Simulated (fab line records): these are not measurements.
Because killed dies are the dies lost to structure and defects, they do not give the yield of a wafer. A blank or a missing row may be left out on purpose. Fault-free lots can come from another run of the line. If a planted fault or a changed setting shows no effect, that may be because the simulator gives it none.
Struck lot and sound lot, side by side | flow sky130 | 23 out of 708 route steps
Sound: the wafers L205.2, L205.5, L205.6. Struck: wafers L194.2, L194.3, L194.5. At the end, the cause is stated.
Per side, at each step with rows, come the tool, then ch with its chambers, and then its first start. Under that, the readings that differ: sound wafers | struck wafers | difference of the means | sigmas: that difference in standard deviations of wafers without a fault.
alike: readings whose means differ by less than 2 such deviations, and words and numbers that are the same on both sides. not compared: withheld readings, readings that some wafer has no value for, bounds like >300 that may hide the same value, and numbers for which the record gives no deviation and whose values overlap.
The two part at a step that has a row with sigmas, a row that says differs or no value, or rows on one side only. When numbers do not overlap yet have no deviation, they are printed without sigmas and do not part them. A reading missing from all wafers of one side parts the sides only when that side holds two or more wafers.

SKY_METAL3_ETCH_17: etches SiO2 in C4F8/O2/Ar, stops on TiN, time 3.9 s, target depth 15 nm.
  sound on rieDiel-03 ch 1,2, day 43 14:03; struck on rieDiel-03 ch 1,3, day 39 22:09
  alike: oesProductAu
  not compared: rfHoursCounterH
SKY_METAL3_METAL_ETCH_18: etches the open film in Cl2/BCl3, stops on SiO2, target depth 845 nm, time 183.1 s.
  sound on rieMetal-04 ch 0,1, day 43 14:04; struck on rieMetal-01 ch 0,1, day 39 22:10
  alike: bcl3FlowSccm, drypumpMotorCurrentA, oesProductAu, throttleValvePct
  not compared: rfHoursCounterH
SKY_METAL3_STRIP_19: strips in O2/N2.
  sound on plasmaAsher-01 ch 0,1, day 43 14:15; struck on plasmaAsher-03 ch 0,1, day 39 22:20
  alike: drypumpMotorCurrentA, oesProductAu, stripTimeToEndpointS
  not compared: rfHoursCounterH
then, 4 steps without rows for these wafers: SKY_METAL3_STRIP_20 (strips in post etch residue remover, time 1200 s); SKY_METAL3_CLEAN_21 (cleans in IPA, time 180 s); SKY_METAL3_CLEAN_22 (cleans in O3/DIW); SKY_VIA3_HDPCVD_00 (deposits SiO2, target thk 1635 nm, time 272.5 s).
SKY_VIA3_THK_MEAS_01:
  sound: filmMetro-01 at day 43 15:02; struck: filmMetro-04 at day 39 23:07
  alike: VIA3_HDPCVD_THK
SKY_VIA3_CMP_02: polishes SiO2.
  sound on cmp-02 ch 0,3, day 43 15:08; struck on cmp-02 ch 0,3, day 39 23:10
  alike: motorCurrentA, slurryFlowMlMin
SKY_VIA3_BOW_MEAS_03:
  sound: filmMetro-01 at day 43 15:24; struck: filmMetro-04 at day 39 23:29
  alike: VIA3_BOW
then, 2 steps without rows for these wafers: SKY_VIA3_DEHYDRATE_04 (time 60 s); SKY_VIA3_HMDS_05 (prime time 60 s).
SKY_VIA3_COAT_06: resist thk 60 nm.
  sound on lithoTrack-02 ch 0, day 44 01:34; struck on lithoTrack-04 ch 0, day 40 11:01
reading            | sound                | struck               | difference | sigmas
spinSpeedRpm (rpm) | 3001.0 3002.8 3001.3 | 3443.7 3443.3 3440.3 | +440.7     | +99 or more
then, 5 steps without rows for these wafers: SKY_VIA3_COAT_07 (resist thk 450 nm); SKY_VIA3_SOFTBAKE_08 (time 90 s); SKY_VIA3_EXPOSE_09 (exposes mask VIM3, target cd 200 nm); SKY_VIA3_PEB_10; SKY_VIA3_DEVELOP_11 (develop time 60 s).
SKY_VIA3_CD_MEAS_12: target cd 200 nm.
  sound: cdSem-02 at day 44 13:23; struck: cdSem-02 at day 40 23:25
  alike: cdNm
SKY_VIA3_OVL_MEAS_13:
  sound: overlay-02 at day 44 13:29; struck: overlay-01 at day 40 23:31
  alike: VIA3_OVL
SKY_VIA3_ETCH_14: etches BARC in N2/H2, stops on SiO2, time 45.9 s, target depth 60 nm.
  sound on rieDiel-03 ch 0,3, day 44 13:31; struck on rieDiel-03 ch 0,1,3, day 40 23:32
reading                 | sound             | struck            | difference | sigmas
oesProductAu (a.u.)     | 0.863 0.854 0.849 | 0.818 0.827 0.821 | -0.033     | -6
model.etch.depthNm (nm) | 60.19 60.04 60.15 | 56 56.05 55.98    | -4         | 
  alike: drypumpMotorCurrentA, throttleValvePct
  not compared: rfHoursCounterH
SKY_VIA3_ETCH_15: etches SiO2 in C4F8/O2/Ar, stops on TiN, target depth 507 nm, time 78 s.
  sound on rieDiel-03 ch 0,3, day 44 13:34; struck on rieDiel-03 ch 0,1,3, day 40 23:35
  alike: oesProductAu
  not compared: rfHoursCounterH
SKY_PAD_OPEN_PROBE_99:
  the record has rows for the sound wafers here (prober-01, day 49 16:27) and none for the struck ones

== WHERE THEY PART ==
At SKY_VIA3_COAT_06 first; at SKY_PAD_OPEN_PROBE_99 last (within this record only).

WHY: what had been put in by the simulator
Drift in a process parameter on lithoTrack-04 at SKY_VIA3_COAT_06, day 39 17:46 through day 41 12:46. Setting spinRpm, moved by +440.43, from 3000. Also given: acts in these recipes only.
